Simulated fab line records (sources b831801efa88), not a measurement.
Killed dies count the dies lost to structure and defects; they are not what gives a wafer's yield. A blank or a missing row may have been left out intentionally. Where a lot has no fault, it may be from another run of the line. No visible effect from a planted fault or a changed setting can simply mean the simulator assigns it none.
Matching of chambers | flow sky130 | SKY_CONTACT_CMP_04 on cmp-02: 4 sister chambers
The step polishes SiO2. 36 wafers are shown with their chamber, then 12 later ones without.

## WAFERS WITH THEIR CHAMBER
wafer  | chamber | motor-current-A (A) | time-to-endpoint-s (s)
L075.1 | 2       | 12.2                | 90
L075.2 | 3       | 11.8                | 84
L075.3 | 0       | 10.4                | 84
L076.2 | 1       | 11.6                | 83
L076.3 | 2       | 12.2                | 86
L076.4 | 0       | 10.5                | 84
L080.2 | 1       | 11.7                | 84
L080.3 | 0       | 9.9                 | 80
L080.5 | 1       | 11.8                | 88
L083.1 | 1       | 11.7                | 87
L083.2 | 2       | 12.6                | 87
L083.6 | 0       | 10.4                | 86
L086.3 | 1       | 11.5                | 81
L086.4 | 2       | 12.8                | 86
L086.5 | 0       | 10.3                | 80
L087.2 | 1       | 11.5                | 82
L087.4 | 0       | 10.7                | 78
L087.6 | 1       | 11.2                | 81
L087.1 | 3       | 11.1                | 85
L087.3 | 2       | 13.1                | 82
L087.5 | 2       | 12.8                | 81
L089.1 | 2       | 12.2                | 85
L089.2 | 3       | 11.8                | 84
L089.6 | 2       | 12.5                | 86
L089.3 | 1       | 11.1                | 82
L089.4 | 0       | 9.9                 | 80
L089.5 | 3       | 11.4                | 80
L090.4 | 2       | 12.6                | 77
L090.5 | 0       | 10.3                | 78
L090.6 | 1       | 12.2                | 79
L091.2 | 1       | 11.3                | 87
L091.4 | 0       | 10.4                | 78
L091.6 | 1       | 12.0                | 81
L093.1 | 2       | 12.1                | 82
L093.2 | 1       | 11.3                | 80
L093.3 | 0       | 10.4                | 79

SIGNATURES (averages over the wafers above)
reading            | chamber 0 | chamber 1 | chamber 2 | chamber 3 | scatter within a chamber
motor-current-A    | 10.320    | 11.575    | 12.510    | 11.525    | 0.31
time-to-endpoint-s | 80.70     | 82.92     | 84.20     | 83.25     | 3.12
Rule: a wafer's distance from a chamber is the root of the sum, over the readings, of the square of ((its reading less the chamber's mean) divided by the reading's scatter). If the next closest chamber is less than 2 further off than the closest, the wafer can't be placed; otherwise it belongs to the closest. How the scatter is found: for the shown wafers, subtract from each reading the mean of its chamber, square and add these, divide the total by (wafers less chambers), then take the root.

## WAFERS MISSING THEIR CHAMBER
wafer  | motor-current-A (A) | time-to-endpoint-s (s)
L093.4 | 11.1                | 85
L093.5 | 12.7                | 83
L093.6 | 11.4                | 80
L094.2 | 12.3                | 84
L094.4 | 11.5                | 82
L094.6 | 11.2                | 79
L097.1 | 11.5                | 81
L097.2 | 10.4                | 78
L097.6 | 12.6                | 81
L097.3 | 12.2                | 77
L097.4 | 12.9                | 84
L097.5 | 11.3                | 80

## WHICH CHAMBER EACH ONE RAN IN
wafer  | from the rows above          | in truth
L093.4 | can't be placed: 3 or 1 or 0 | 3
L093.5 | 2                            | 2
L093.6 | can't be placed: 1 or 3      | 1
L094.2 | can't be placed: 2 or 1 or 3 | 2
L094.4 | can't be placed: 1 or 3      | 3
L094.6 | can't be placed: 3 or 1 or 0 | 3
L097.1 | can't be placed: 1 or 3      | 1
L097.2 | 0                            | 0
L097.6 | 2                            | 2
L097.3 | can't be placed: 2 or 1 or 3 | 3
L097.4 | 2                            | 2
L097.5 | can't be placed: 3 or 1 or 0 | 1
Placed correctly: 4 of 12. Not placeable from these rows: 8 (in 8, the candidates include the true chamber). Placed wrongly: 0.
